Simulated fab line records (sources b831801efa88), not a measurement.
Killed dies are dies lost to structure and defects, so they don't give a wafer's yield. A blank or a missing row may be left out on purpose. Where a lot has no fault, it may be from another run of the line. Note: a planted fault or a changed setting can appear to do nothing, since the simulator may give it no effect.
Chamber matching :: flow gf180mcu :: pecvd-01 running GF_MIM_CVD_05: 3 sister chambers
The step deposits Si3N4, target thk 42 nm, time 29.086 s. 3 wafers are shown with their chamber, then 8 later ones without.

EACH WAFER AND ITS CHAMBER
wafer: L092.5
chamber: 0
heater power w (W): 590

wafer: L092.6
chamber: 1
heater power w (W): 708

wafer: L093.1
chamber: 2
heater power w (W): 591

WAFERS WITHOUT THEIR CHAMBER
wafer: L093.4
heater power w (W): 643

wafer: L093.5
heater power w (W): 588

wafer: L096.2
heater power w (W): 678

wafer: L096.3
heater power w (W): 547

wafer: L096.5
heater power w (W): 672

wafer: L097.1
heater power w (W): 616

wafer: L097.3
heater power w (W): 583

wafer: L097.6
heater power w (W): 514

WHICH CHAMBER EACH ONE RAN IN
wafer: L093.4
from the rows above: can't be placed: 2 or 0 or 1
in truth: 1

wafer: L093.5
from the rows above: can't be placed: 0 or 2
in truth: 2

wafer: L096.2
from the rows above: can't be placed: 1 or 2 or 0
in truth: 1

wafer: L096.3
from the rows above: can't be placed: 0 or 2
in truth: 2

wafer: L096.5
from the rows above: can't be placed: 1 or 2 or 0
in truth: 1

wafer: L097.1
from the rows above: can't be placed: 2 or 0 or 1
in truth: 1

wafer: L097.3
from the rows above: can't be placed: 0 or 2
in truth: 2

wafer: L097.6
from the rows above: can't be placed: 0 or 2
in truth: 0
Correctly placed: 0 of 8. From these rows, 8 cannot be placed; in 8 the true chamber is one of the candidates. 0 placed wrongly.
How it was worked out, from the rows above alone: a wafer's distance from a chamber is the root of the sum, over the readings, of the square of ((its reading less the chamber's mean) divided by the reading's scatter). The wafer belongs to the nearest chamber; if the next one is less than 2 further off, it can't be placed. For every chamber, the mean is computed from those of its wafers that are shown. The scatter (one wafer shown for each chamber): square how far every hidden wafer sits from the nearest shown wafer, average those squares and take the square root.
